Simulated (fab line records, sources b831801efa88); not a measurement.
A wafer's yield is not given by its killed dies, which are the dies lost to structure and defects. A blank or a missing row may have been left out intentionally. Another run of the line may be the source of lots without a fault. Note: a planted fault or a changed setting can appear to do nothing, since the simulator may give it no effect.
fab line records + flow sky130
[record]
- lots = 11
- wafers = 33
- last-day = 48
route steps=708 shown LDD_LDN@302 POLY_CUT@319 SD_N@356 SD_P@359 LI_CONTACT@382
lots untouched by any fault: they come from a run of this same line in which no faults occurred
start-h: hours from the record's first day to the start of the lot's first wafer shown + wait-h: hours since the lot's step before + " as in the row above + L1.1+2: one row covering several wafers at once + - no value, or no start was given + * or withheld: withheld + < > ~ a bound
route shown NAME@n: names a module that has steps shown in the file, with the first one's number in the route + usual: the fault-free wafers' mean and standard deviation + same: alike in all rows + chamber/n: place in a boat + sites: readings site by site + _std_site: the values' standard deviation + _edge_site: inner sites' mean taken away from outer sites' mean + radius-mm: how far each site lies from the wafer's centre + mask NAME#n: copy n + behind: tool/chamber where the wafer was last shaped + hold: cause of the lot's hold/its duration in hours/its outcome + device: which transistor (n, p or np) failed to switch + end of line: tests run on the same wafers once the route is complete + where a step has no rows: the recipe by itself + killed: the dies lost at the first sort to structure and to defects; this is not the yield of the wafer + map: dies across one wafer; x = killed, . = not, _ = none there
set.NAME: setting as actually run; set.NAME@STEP: the setting as run at that earlier step + model.NAME: the simulator's own value behind a step, which no gauge read
a sample of lots followed through the steps of the route, with each step as a table and each wafer as a row
services: when a tool's chamber went out of use (start-h, in hours from the record's first day, below 0 if earlier), for how many hours, and the reason
[[steps]]
[step SKY_LDD_LDN_TW_MEAS_13]
[usual]
- LDD_LDN_TW = 1496/17
| lot.wafer | tool          | chamber | start-h | wait-h | LDD_LDN_TW |
|-----------|---------------|---------|---------|--------|------------|
| L493.1    | film-metro-02 | -       | 511.97  | 0.1    | 1498       |
| L493.3    | "             | -       | "       | "      | 1497       |
| L493.5    | "             | -       | "       | "      | 1501       |
| L494.2    | film-metro-02 | -       | 518.13  | 0.1    | 1506       |
| L494.5    | "             | -       | "       | "      | 1500       |
| L494.6    | "             | -       | "       | "      | 1509       |
| L495.1    | film-metro-04 | -       | 538.37  | 0.1    | 1501       |
| L495.4    | "             | -       | "       | "      | 1504       |
| L495.5    | "             | -       | "       | "      | 1497       |
| L496.2    | film-metro-04 | -       | 557.29  | 0.1    | 1510       |
| L496.4    | "             | -       | "       | "      | 1517       |
| L496.5    | "             | -       | "       | "      | 1515       |
| L497.1    | film-metro-02 | -       | 564.88  | 0.1    | 1497       |
| L497.5    | "             | -       | "       | "      | 1501       |
| L497.6    | "             | -       | "       | "      | 1506       |
| L499.1    | film-metro-02 | -       | 583.73  | 0.1    | 1508       |
| L499.2    | "             | -       | "       | "      | 1513       |
| L499.3    | "             | -       | "       | "      | 1501       |
| L502.3    | film-metro-02 | -       | 605.09  | 0.1    | 1499       |
| L502.5    | "             | -       | "       | "      | 1492       |
| L502.6    | "             | -       | "       | "      | 1493       |
| L506.1    | film-metro-01 | -       | 636.78  | 0.1    | 1462       |
| L506.3    | "             | -       | "       | "      | 1470       |
| L506.6    | "             | -       | "       | "      | 1468       |
| L507.2    | film-metro-04 | -       | 638.29  | 0.1    | 1509       |
| L507.3    | "             | -       | "       | "      | 1500       |
| L507.4    | "             | -       | "       | "      | 1507       |
| L509.3    | film-metro-01 | -       | 665.39  | 0.1    | 1483       |
| L509.5    | "             | -       | "       | "      | 1480       |
| L509.6    | "             | -       | "       | "      | 1481       |
| L510.3    | film-metro-04 | -       | 666.70  | 0.1    | 1507       |
| L510.4    | "             | -       | "       | "      | 1504       |
| L510.6    | "             | -       | "       | "      | 1507       |
[step SKY_POLY_CUT_STRIP_12]
[recipe]
- chemistry = O2/N2
- power-w = 1400
- pressure-mtorr = 1500
- platen-temp-c = withheld
- o2-flow-sccm = 3000
- n2-flow-sccm = 300
- overash-fraction = 0.5
[usual]
- drypump-motor-current-A = 5.7/0.51
- oes-product-au = 0.453/0.0053
- strip-time-to-endpoint-s = 5.360/0.017
[same]
- overash-fraction = 0.5
| lot.wafer | tool            | chamber | start-h | wait-h | drypump-motor-current-A | oes-product-au | rf-hours-counter-h | strip-time-to-endpoint-s |
|-----------|-----------------|---------|---------|--------|-------------------------|----------------|--------------------|--------------------------|
| L493.1    | plasma-asher-03 | 0       | 544.17  | 0.0    | 5.0                     | 0.454          | 11                 | 5.375                    |
| L493.3    | "               | 1       | "       | "      | 6.1                     | 0.459          | -                  | 5.389                    |
| L493.5    | "               | 0       | "       | "      | 5.0                     | 0.457          | -                  | 5.363                    |
| L494.2    | plasma-asher-03 | 0       | 550.83  | 0.0    | 5.0                     | 0.453          | 11                 | 5.370                    |
| L494.5    | "               | 1       | "       | "      | 6.1                     | 0.447          | -                  | 5.363                    |
| L494.6    | "               | 0       | "       | "      | 5.0                     | 0.454          | -                  | 5.385                    |
| L495.1    | plasma-asher-03 | 0       | 569.58  | 0.0    | 5.0                     | 0.459          | 13                 | 5.381                    |
| L495.4    | "               | 0       | "       | "      | 5.0                     | 0.452          | -                  | 5.351                    |
| L495.5    | "               | 0       | "       | "      | 5.0                     | 0.453          | -                  | 5.349                    |
| L496.2    | plasma-asher-04 | 1       | 587.83  | 0.0    | 5.8                     | 0.455          | 47                 | 5.344                    |
| L496.4    | "               | 1       | "       | "      | 5.8                     | 0.454          | -                  | 5.373                    |
| L496.5    | "               | 1       | "       | "      | 5.8                     | 0.462          | -                  | 5.373                    |
| L497.1    | plasma-asher-03 | 1       | 597.38  | 0.0    | 6.1                     | 0.445          | 16                 | 5.352                    |
| L497.5    | "               | 1       | "       | "      | 6.1                     | 0.452          | -                  | 5.350                    |
| L497.6    | "               | 0       | "       | "      | 4.9                     | 0.447          | -                  | 5.349                    |
| L499.1    | plasma-asher-04 | 1       | 614.12  | 0.0    | 5.8                     | 0.446          | 49                 | 5.354                    |
| L499.2    | "               | 0       | "       | "      | 6.2                     | 0.456          | 49                 | 5.381                    |
| L499.3    | "               | 0       | "       | "      | 6.3                     | 0.443          | -                  | 5.361                    |
| L502.3    | plasma-asher-01 | 1       | 635.36  | 0.1    | 5.7                     | 0.444          | -                  | 5.370                    |
| L502.5    | "               | 0       | "       | "      | 6.1                     | 0.455          | -                  | 5.364                    |
| L502.6    | "               | 1       | "       | "      | 5.7                     | 0.452          | -                  | 5.357                    |
| L506.1    | plasma-asher-03 | 0       | 667.18  | 0.0    | 5.0                     | 0.453          | 23                 | 5.380                    |
| L506.3    | "               | 0       | "       | "      | 5.0                     | 0.448          | -                  | 5.360                    |
| L506.6    | "               | 0       | "       | "      | 5.0                     | 0.450          | -                  | 5.355                    |
| L507.2    | plasma-asher-04 | 0       | 668.43  | 0.0    | 6.3                     | 0.462          | 55                 | 5.365                    |
| L507.3    | "               | 0       | "       | "      | 6.3                     | 0.455          | -                  | 5.349                    |
| L507.4    | "               | 1       | "       | "      | 5.8                     | 0.447          | -                  | 5.360                    |
| L509.3    | plasma-asher-03 | 0       | 695.36  | 0.1    | 5.0                     | 0.450          | -                  | 5.380                    |
| L509.5    | "               | 0       | "       | "      | 5.0                     | 0.457          | -                  | 5.354                    |
| L509.6    | "               | 1       | "       | "      | 6.1                     | 0.451          | -                  | 5.383                    |
| L510.3    | plasma-asher-03 | 1       | 697.26  | 0.1    | 6.1                     | 0.454          | -                  | 5.376                    |
| L510.4    | "               | 0       | "       | "      | 4.9                     | 0.453          | -                  | 5.380                    |
| L510.6    | "               | 0       | "       | "      | 5.0                     | 0.450          | -                  | 5.369                    |
[step SKY_SD_N_RTA_14]
[recipe]
- temp-c = 1075
- time-s = 2
- idle-temp-c = 650
- ramp-up-c-per-s = 150
- ramp-down-c-per-s = 90
- ambient = N2
[usual]
- lamp-power-pct = 15.73/0.052
- wafer_temp_C_max = 1078.0/1.4
| lot.wafer | tool          | chamber | start-h | wait-h | lamp-power-pct | wafer_temp_C_max |
|-----------|---------------|---------|---------|--------|----------------|------------------|
| L493.1    | rtp-anneal-02 | 0       | 633.05  | 0.0    | 15.73          | 1079.0           |
| L493.3    | "             | 0       | "       | "      | 15.74          | 1076.9           |
| L493.5    | "             | 0       | "       | "      | 15.79          | 1079.6           |
| L494.2    | rtp-anneal-02 | 0       | 639.26  | 0.0    | 15.75          | 1077.8           |
| L494.5    | "             | 0       | "       | "      | 15.60          | 1079.1           |
| L494.6    | "             | 0       | "       | "      | 15.66          | 1077.3           |
| L495.1    | rtp-anneal-01 | 0       | 658.85  | 0.0    | 15.67          | 1075.5           |
| L495.4    | "             | 0       | "       | "      | 15.77          | 1079.2           |
| L495.5    | "             | 0       | "       | "      | 15.75          | 1080.4           |
| L496.2    | rtp-anneal-02 | 0       | 674.87  | 0.0    | 15.82          | 1077.0           |
| L496.4    | "             | 0       | "       | "      | 15.68          | 1077.9           |
| L496.5    | "             | 0       | "       | "      | 15.77          | 1078.6           |
| L497.1    | rtp-anneal-01 | 0       | 684.42  | 0.0    | 15.79          | 1078.5           |
| L497.5    | "             | 0       | "       | "      | 15.81          | 1079.4           |
| L497.6    | "             | 0       | "       | "      | 15.68          | 1078.0           |
| L499.1    | rtp-anneal-01 | 0       | 700.15  | 0.0    | 15.69          | 1078.9           |
| L499.2    | "             | 0       | "       | "      | 15.73          | 1080.2           |
| L499.3    | "             | 0       | "       | "      | 15.66          | 1077.1           |
| L502.3    | rtp-anneal-02 | 0       | 718.79  | 0.0    | 15.70          | 1080.0           |
| L502.5    | "             | 0       | "       | "      | 15.83          | 1077.4           |
| L502.6    | "             | 0       | "       | "      | 15.76          | 1079.0           |
| L506.1    | rtp-anneal-02 | 0       | 748.31  | 0.0    | 15.74          | 1075.8           |
| L506.3    | "             | 0       | "       | "      | 15.74          | 1079.4           |
| L506.6    | "             | 0       | "       | "      | 15.70          | 1075.2           |
| L507.2    | rtp-anneal-01 | 0       | 749.53  | 0.0    | 14.24          | 1079.4           |
| L507.3    | "             | 0       | "       | "      | 14.21          | 1076.5           |
| L507.4    | "             | 0       | "       | "      | 14.28          | 1079.2           |
| L509.3    | rtp-anneal-01 | 0       | 774.94  | 0.0    | 14.32          | 1078.8           |
| L509.5    | "             | 0       | "       | "      | 14.28          | 1080.2           |
| L509.6    | "             | 0       | "       | "      | 14.27          | 1078.1           |
| L510.3    | rtp-anneal-02 | 0       | 775.83  | 0.0    | 15.75          | 1075.7           |
| L510.4    | "             | 0       | "       | "      | 15.74          | 1077.1           |
| L510.6    | "             | 0       | "       | "      | 15.74          | 1078.7           |
[step SKY_SD_N_RS_MEAS_16]
[recipe]
- thk-meas-gauge = four-point-probe
[usual]
- SD_N_RS = 68.58/0.13
| lot.wafer | tool          | chamber | start-h | wait-h | SD_N_RS[ohm/sq] |
|-----------|---------------|---------|---------|--------|-----------------|
| L493.1    | film-metro-03 | -       | 633.23  | 0.1    | 68.59           |
| L493.3    | "             | -       | "       | "      | 68.75           |
| L493.5    | "             | -       | "       | "      | 68.60           |
| L494.2    | film-metro-03 | -       | 639.44  | 0.1    | 68.73           |
| L494.5    | "             | -       | "       | "      | 68.71           |
| L494.6    | "             | -       | "       | "      | 68.67           |
| L495.1    | film-metro-01 | -       | 659.02  | 0.1    | 68.35           |
| L495.4    | "             | -       | "       | "      | 68.27           |
| L495.5    | "             | -       | "       | "      | 68.50           |
| L496.2    | film-metro-02 | -       | 675.06  | 0.1    | 68.56           |
| L496.4    | "             | -       | "       | "      | 68.67           |
| L496.5    | "             | -       | "       | "      | 68.46           |
| L497.1    | film-metro-02 | -       | 684.59  | 0.1    | 68.41           |
| L497.5    | "             | -       | "       | "      | 68.31           |
| L497.6    | "             | -       | "       | "      | 68.40           |
| L499.1    | film-metro-03 | -       | 700.33  | 0.1    | 68.71           |
| L499.2    | "             | -       | "       | "      | 68.38           |
| L499.3    | "             | -       | "       | "      | 68.77           |
| L502.3    | film-metro-02 | -       | 718.98  | 0.1    | 68.58           |
| L502.5    | "             | -       | "       | "      | 68.41           |
| L502.6    | "             | -       | "       | "      | 68.64           |
| L506.1    | film-metro-02 | -       | 748.49  | 0.1    | 68.56           |
| L506.3    | "             | -       | "       | "      | 68.28           |
| L506.6    | "             | -       | "       | "      | 68.54           |
| L507.2    | film-metro-03 | -       | 749.71  | 0.1    | 74.85           |
| L507.3    | "             | -       | "       | "      | 74.93           |
| L507.4    | "             | -       | "       | "      | 74.73           |
| L509.3    | film-metro-03 | -       | 775.14  | 0.1    | 74.90           |
| L509.5    | "             | -       | "       | "      | 74.87           |
| L509.6    | "             | -       | "       | "      | 74.72           |
| L510.3    | film-metro-01 | -       | 776.03  | 0.1    | 68.64           |
| L510.4    | "             | -       | "       | "      | 68.70           |
| L510.6    | "             | -       | "       | "      | 68.76           |
[step SKY_SD_N_RS_MEAS_17]
[recipe]
- thk-meas-gauge = four-point-probe
[usual]
- SD_P_RS = 147.7/0.43
| lot.wafer | tool          | chamber | start-h | wait-h | SD_P_RS[ohm/sq] |
|-----------|---------------|---------|---------|--------|-----------------|
| L493.1    | film-metro-03 | -       | 633.35  | 0.1    | 147.8           |
| L493.3    | "             | -       | "       | "      | 147.8           |
| L493.5    | "             | -       | "       | "      | 148.2           |
| L494.2    | film-metro-03 | -       | 639.56  | 0.1    | 147.8           |
| L494.5    | "             | -       | "       | "      | 147.9           |
| L494.6    | "             | -       | "       | "      | 148.0           |
| L495.1    | film-metro-01 | -       | 659.14  | 0.1    | 146.9           |
| L495.4    | "             | -       | "       | "      | 147.2           |
| L495.5    | "             | -       | "       | "      | 147.4           |
| L496.2    | film-metro-02 | -       | 675.18  | 0.1    | 148.1           |
| L496.4    | "             | -       | "       | "      | 147.6           |
| L496.5    | "             | -       | "       | "      | 147.4           |
| L497.1    | film-metro-02 | -       | 684.71  | 0.1    | 147.3           |
| L497.5    | "             | -       | "       | "      | 147.4           |
| L497.6    | "             | -       | "       | "      | 147.1           |
| L499.1    | film-metro-03 | -       | 700.45  | 0.1    | 148.2           |
| L499.2    | "             | -       | "       | "      | 147.4           |
| L499.3    | "             | -       | "       | "      | 148.0           |
| L502.3    | film-metro-02 | -       | 719.10  | 0.1    | 147.3           |
| L502.5    | "             | -       | "       | "      | 147.3           |
| L502.6    | "             | -       | "       | "      | 147.6           |
| L506.1    | film-metro-02 | -       | 748.61  | 0.1    | 147.2           |
| L506.3    | "             | -       | "       | "      | 147.5           |
| L506.6    | "             | -       | "       | "      | 147.4           |
| L507.2    | film-metro-03 | -       | 749.83  | 0.1    | 186.7           |
| L507.3    | "             | -       | "       | "      | 186.4           |
| L507.4    | "             | -       | "       | "      | 186.6           |
| L509.3    | film-metro-03 | -       | 775.26  | 0.1    | 186.4           |
| L509.5    | "             | -       | "       | "      | 187.0           |
| L509.6    | "             | -       | "       | "      | 186.7           |
| L510.3    | film-metro-01 | -       | 776.15  | 0.1    | 148.3           |
| L510.4    | "             | -       | "       | "      | 148.0           |
| L510.6    | "             | -       | "       | "      | 148.2           |
[step SKY_LI_CONTACT_SPUTTER_20]
[recipe]
- material = TiN
- target-thk-nm = 20
- chamber-pressure-pa = 5
- power-w = 4000
- time-s = 80
[usual]
- chamber-pressure-pa = 5.002/0.0092
- throttle-valve-pct = 30.1/1.1
| lot.wafer | tool           | chamber | start-h | wait-h | chamber-pressure-pa | throttle-valve-pct |
|-----------|----------------|---------|---------|--------|---------------------|--------------------|
| L493.1    | pvd-sputter-02 | -       | 662.74  | 0.0    | 5.013               | 28.7               |
| L493.3    | "              | -       | "       | "      | 4.999               | 30.4               |
| L493.5    | "              | -       | "       | "      | 4.993               | 30.3               |
| L494.2    | pvd-sputter-04 | -       | 670.19  | 0.0    | 4.980               | 30.7               |
| L494.5    | "              | -       | "       | "      | 4.985               | 30.8               |
| L494.6    | "              | -       | "       | "      | 5.001               | 29.6               |
| L495.1    | pvd-sputter-02 | -       | 688.96  | 0.0    | 4.996               | 32.5               |
| L495.4    | "              | -       | "       | "      | 5.003               | 29.5               |
| L495.5    | "              | -       | "       | "      | 4.991               | 30.3               |
| L496.2    | pvd-sputter-01 | -       | 704.44  | 0.0    | 5.019               | 30.0               |
| L496.4    | "              | -       | "       | "      | 5.001               | 31.5               |
| L496.5    | "              | -       | "       | "      | 5.020               | 29.9               |
| L497.1    | pvd-sputter-01 | -       | 712.71  | 0.0    | 5.006               | 30.3               |
| L497.5    | "              | -       | "       | "      | 5.000               | 30.0               |
| L497.6    | "              | -       | "       | "      | 5.006               | 30.2               |
| L499.1    | pvd-sputter-01 | -       | 726.52  | 0.0    | 4.995               | 30.4               |
| L499.2    | "              | -       | "       | "      | 5.012               | 30.1               |
| L499.3    | "              | -       | "       | "      | 5.028               | 31.4               |
| L502.3    | pvd-sputter-04 | -       | 746.79  | 0.0    | 4.988               | 28.3               |
| L502.5    | "              | -       | "       | "      | 5.005               | 28.7               |
| L502.6    | "              | -       | "       | "      | 4.999               | 30.6               |
| L506.1    | pvd-sputter-01 | -       | 777.64  | 0.0    | 5.012               | 30.0               |
| L506.3    | "              | -       | "       | "      | 5.000               | 29.9               |
| L506.6    | "              | -       | "       | "      | 4.992               | 31.1               |
| L507.2    | pvd-sputter-01 | -       | 778.50  | 0.0    | 5.002               | 30.6               |
| L507.3    | "              | -       | "       | "      | 5.026               | 30.0               |
| L507.4    | "              | -       | "       | "      | 5.014               | 31.4               |
| L509.3    | pvd-sputter-04 | -       | 801.69  | 0.0    | 5.000               | 30.9               |
| L509.5    | "              | -       | "       | "      | 5.002               | 29.5               |
| L509.6    | "              | -       | "       | "      | 5.001               | 28.3               |
| L510.3    | pvd-sputter-04 | -       | 802.94  | 0.0    | 5.007               | 30.7               |
| L510.4    | "              | -       | "       | "      | 4.999               | 28.3               |
| L510.6    | "              | -       | "       | "      | 5.002               | 28.2               |
[[services]]
| tool            | chamber | start-h | hours | kind                   |
|-----------------|---------|---------|-------|------------------------|
| pvd-sputter-04  | -       | 569.61  | 6.1   | repair                 |
| plasma-asher-04 | -       | 585.01  | 2.8   | pm                     |
| pvd-sputter-02  | -       | 588.77  | 1.0   | repair                 |
| pvd-sputter-02  | -       | 606.54  | 13.3  | repair                 |
| pvd-sputter-01  | -       | 631.37  | 2.3   | repair                 |
| plasma-asher-03 | -       | 634.02  | 1.8   | repair                 |
| pvd-sputter-04  | -       | 694.46  | 19.4  | repair                 |
| pvd-sputter-01  | 1       | 701.65  | -     | consumable-replace:kit |
| pvd-sputter-01  | 1       | 701.65  | 18.0  | scheduled-down         |
| pvd-sputter-01  | 1       | 701.65  | 18.0  | vent-cycle             |
| pvd-sputter-04  | 2       | 713.89  | -     | consumable-replace:kit |
| pvd-sputter-04  | 2       | 713.89  | 18.0  | scheduled-down         |
| pvd-sputter-04  | 2       | 713.89  | 18.0  | vent-cycle             |
| pvd-sputter-04  | -       | 716.66  | 2.2   | repair                 |
| plasma-asher-03 | -       | 734.14  | 3.5   | repair                 |
| plasma-asher-04 | -       | 739.09  | 2.0   | repair                 |
| plasma-asher-01 | -       | 749.83  | 0.6   | repair                 |
[[key]]
[first-sign]
- step = SKY_SD_N_RTA_14
- reading = lamp-power-pct
- direction = down
- sigmas = 28
- usual = 15.73
- struck = 14.27
[effect]
- step = SKY_SD_N_RS_MEAS_16
- reading = SD_N_RS
- direction = up
- sigmas = 47
- usual = 68.58
- struck = 74.83
[effect]
- step = SKY_SD_N_RS_MEAS_17
- reading = SD_P_RS
- direction = up
- sigmas = 91
- usual = 147.7
- struck = 186.6
met-at SKY_SD_N_RTA_14
struck-lots L507,L509
tester-left-out L507,L509
not-acting-at SKY_LDD_LDN_TW_MEAS_13,SKY_POLY_CUT_STRIP_12,SKY_LI_CONTACT_SPUTTER_20
onset-between 700.15 749.53
[fault]
- kind = process-parameter-drift
- tool = rtp-anneal-01
- chamber = -
- onset-h = 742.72
- steps = SKY_SD_N_RTA_14
- channel = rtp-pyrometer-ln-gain
- offset = 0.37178
- shape = step
- end-h = 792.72
// tester-left-out: of these lots the tester's yield and bins aren't shown, on N5 and GAA mostly nor the transistor test; their killed dies are dies lost to structure and defects alone, not to doping, threshold or leakage, so they don't give the yield
